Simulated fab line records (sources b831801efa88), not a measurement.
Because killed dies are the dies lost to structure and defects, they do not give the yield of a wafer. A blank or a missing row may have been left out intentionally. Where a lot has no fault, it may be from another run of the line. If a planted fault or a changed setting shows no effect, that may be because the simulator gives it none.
A single fault, viewed from 2 desks ; flow sky130 ; each desk has only its own numbers; what lay behind them comes last

## METROLOGY DESK
Means of the sampled wafers that have a number, per lot and without regard to the tool the lot ran on: this is what the gauges read. Any lot whose mean is over 4 standard deviations away from the usual mean is out of limits and marked OUT; that distance is given in the brackets.
Columns: A = METAL1_ALCU_RS at SKY_METAL1_RS_MEAS_05, usual 0.1273 ohm/sq; B = METAL1_ALCU_THK at SKY_METAL1_THK_MEAS_06, usual 248.4 nm; C = METAL2_ALCU_THK at SKY_METAL2_THK_MEAS_06, usual 248.3 nm
lot;first seen here;A;B;C
L320;day 32 02:20;0.1284;247.3;246.5
L321;day 32 18:23;0.1270;249.6;244.8
L323;day 33 05:59;0.1268;250.5;247.9
L324;day 33 19:09;0.1279;247.3;244.1
L325;day 33 20:11;0.1275;248.6;248.2
L328;day 35 04:14;0.1264;248.6;250.5
L330;day 36 03:01;0.1271;249.6;245.5
L332;day 36 14:38;0.1299;244.3;248.6
L339;day 37 23:35;0.2012 (+67) OUT;174.1 (-34) OUT;246.0
L340;day 38 07:10;0.1633 (+33) OUT;213.7 (-16) OUT;249.7
This desk reports L339, L340 out of limits; the earliest was L339 at day 37 23:35 (METAL1_ALCU_RS at SKY_METAL1_RS_MEAS_05). L320, L321, L323, L324, L325, L328, L330, L332 stayed within limits.

## TOOL OWNER'S DESK, pvd_sputter-01
The tool's own readings at SKY_METAL1_SPUTTER_02 (material AlCu, target thk 250 nm, time 13.3 s): means of the sampled wafers that have a number, for each lot that ran on this tool. Any lot whose mean is over 4 standard deviations away from the usual mean is out of limits and marked OUT; that distance is given in the brackets.
Columns: A = chamber_pressure_pa at SKY_METAL1_SPUTTER_02, usual 0.4000 Pa; B = throttle_valve_pct at SKY_METAL1_SPUTTER_02, usual 30.2 %
lot;first seen here;A;B
L321;day 32 18:18;0.3995;30.5
L324;day 33 19:02;0.3995;30.1
L325;day 33 20:05;0.4001;30.6
L328;day 35 04:05;0.4006;30.5
L330;day 36 02:54;0.3996;29.9
L332;day 36 14:29;0.4004;30.3
L339;day 37 23:29;0.4000;30.3
L340;day 38 07:01;0.4010;30.1
Finding of this desk: none of the 8 lots has anything out of limits.

## BROUGHT TOGETHER
An alarm was possible from the metrology desk at day 37 23:35, on L339, L340.
Nothing out of limits was seen by the tool owner's desk.
The tool owner's desk has L339, L340 on record, within its limits.
On pvd_sputter-01, each named lot ran SKY_METAL1_SPUTTER_02.

## WHAT HAD BEEN PUT IN BY THE SIMULATOR
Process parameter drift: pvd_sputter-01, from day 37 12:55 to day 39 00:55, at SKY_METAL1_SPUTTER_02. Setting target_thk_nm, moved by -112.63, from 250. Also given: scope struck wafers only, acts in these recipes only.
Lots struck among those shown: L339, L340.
Hours from the fault's start to each desk's first reading out of limits: the metrology desk, 11.
